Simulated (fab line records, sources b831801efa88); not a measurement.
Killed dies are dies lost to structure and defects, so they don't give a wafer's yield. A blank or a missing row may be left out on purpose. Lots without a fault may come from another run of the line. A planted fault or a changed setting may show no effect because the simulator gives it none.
Chamber matching | flow gf180mcu | GF_CONTACT_CMP_04 on cmp-02: 4 sister chambers
The step polishes SiO2. 8 wafers are shown with their chamber, then 12 later ones without.

WAFERS WITH THEIR CHAMBER
wafer  | chamber | motor_current_A (A) | time_to_endpoint_s (s)
L081.2 | 0       | 11.1                | 112
L083.6 | 2       | 11.7                | 115
L085.1 | 2       | 12.2                | 111
L085.3 | 3       | 10.6                | 106
L085.4 | 0       | 10.7                | 117
L089.3 | 3       | 10.9                | 110
L089.4 | 1       | 12.2                | 111
L089.6 | 1       | 12.4                | 110

WAFERS WITHOUT THEIR CHAMBER
wafer  | motor_current_A (A) | time_to_endpoint_s (s)
L090.2 | 13.5                | 105
L090.3 | 10.2                | 113
L090.6 | 10.8                | 117
L093.1 | 12.6                | 110
L093.5 | 11.9                | 114
L093.6 | 12.6                | 116
L095.1 | 12.7                | 107
L095.4 | 10.8                | 114
L095.5 | 10.6                | 111
L096.2 | 10.8                | 107
L096.4 | 12.3                | 105
L096.5 | 10.9                | 109

WHICH CHAMBER EACH WENT THROUGH
wafer  | from the rows above     | in truth
L090.2 | can't be placed: 1 or 2 | 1
L090.3 | can't be placed: 0 or 3 | 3
L090.6 | 0                       | 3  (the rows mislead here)
L093.1 | can't be placed: 1 or 2 | 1
L093.5 | can't be placed: 2 or 1 | 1
L093.6 | can't be placed: 1 or 2 | 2
L095.1 | can't be placed: 1 or 2 | 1
L095.4 | can't be placed: 0 or 3 | 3
L095.5 | can't be placed: 3 or 0 | 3
L096.2 | 3                       | 3
L096.4 | can't be placed: 1 or 2 | 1
L096.5 | can't be placed: 3 or 0 | 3
Placed correctly: 1 of 12. Can't be placed from these rows: 10 (the true chamber is among the candidates in 10). Placed wrongly: 1.
How it was worked out, from the rows above alone: a wafer's distance from a chamber is the root of the sum, over the readings, of the square of ((its reading less the chamber's mean) divided by the reading's scatter). The wafer belongs to the nearest chamber; if the next one is less than 2 further off, it can't be placed. A chamber's mean is the mean of its shown wafers. The scatter: the root of (the sum of the squares of (reading less its chamber's mean) over the shown wafers, divided by (wafers less chambers)).
